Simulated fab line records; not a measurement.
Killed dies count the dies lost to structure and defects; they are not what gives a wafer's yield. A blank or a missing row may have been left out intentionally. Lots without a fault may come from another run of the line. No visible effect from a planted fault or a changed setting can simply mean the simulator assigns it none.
2 desks looking at one fault / flow sky130 / every desk sees just its own numbers, and what lay behind them comes last

== TOOL OWNER'S DESK, cvd-w-02 ==
The tool's own readings at SKY_CONTACT_CVD_24 (deposits W, target thk 340 nm, time 102.12 s): means of the sampled wafers that have a number, for each lot that ran on this tool. A lot is out of limits, marked OUT, if its mean lies more than 4 standard deviations from the usual mean; the brackets give that distance.
Columns: A = heater-power-w at SKY_CONTACT_CVD_24, usual 840 W
lot=L124; first seen here=day 31 20:28; A=834
lot=L126; first seen here=day 32 20:07; A=846
lot=L127; first seen here=day 33 10:58; A=839
lot=L133; first seen here=day 35 01:09; A=832
lot=L135; first seen here=day 36 02:06; A=843
lot=L137; first seen here=day 36 19:51; A=842
Finding of this desk: none of the 6 lots has anything out of limits.

== METROLOGY DESK ==
Lot by lot, what the gauges showed, no matter which tool ran the lot: averages of those sampled wafers that carry a number. A lot is out of limits, marked OUT, if its mean lies more than 4 standard deviations from the usual mean; the brackets give that distance.
Columns: A = CONTACT_W_RS at SKY_CONTACT_RS_MEAS_25, usual 0.3393 ohm/sq; B = CONTACT_W_THK at SKY_CONTACT_THK_MEAS_26, usual 319 nm
lot=L124; first seen here=day 31 20:35; A=0.3427; B=319
lot=L126; first seen here=day 32 20:14; A=0.3386; B=319
lot=L127; first seen here=day 33 11:04; A=0.3384; B=320
lot=L133; first seen here=day 35 01:17; A=0.3398; B=317
lot=L135; first seen here=day 36 02:14; A=0.3293; B=326
lot=L137; first seen here=day 36 19:59; A=0.3260 (-4.8) OUT; B=329
lot=L139; first seen here=day 36 21:13; A=0.3366; B=322
lot=L140; first seen here=day 37 01:13; A=0.3382; B=316
lot=L141; first seen here=day 37 16:46; A=0.3397; B=322
lot=L145; first seen here=day 38 16:48; A=0.3389; B=323
lot=L146; first seen here=day 38 19:40; A=0.3404; B=318
This desk finds L137 out of limits, with the earliest case on L137 at day 36 19:59 (CONTACT_W_RS at SKY_CONTACT_RS_MEAS_25). In limits: L124, L126, L127, L133, L135, L139, L140, L141, L145, L146.

== PUT TOGETHER ==
Metrology desk: alarm possible at day 36 19:59 on L137.
The desk of the tool owner found nothing out of limits.
On record at the tool owner's desk: L137, within its limits.
Every lot named ran SKY_CONTACT_CVD_24 on cvd-w-02.

== WHAT THE SIMULATOR PUT IN ==
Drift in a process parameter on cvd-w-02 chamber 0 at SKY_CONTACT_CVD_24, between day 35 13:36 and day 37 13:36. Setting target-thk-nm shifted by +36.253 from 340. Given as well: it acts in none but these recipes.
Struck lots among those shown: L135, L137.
Time in hours between the start of the fault and the first out-of-limits reading at each desk: metrology desk, 30.
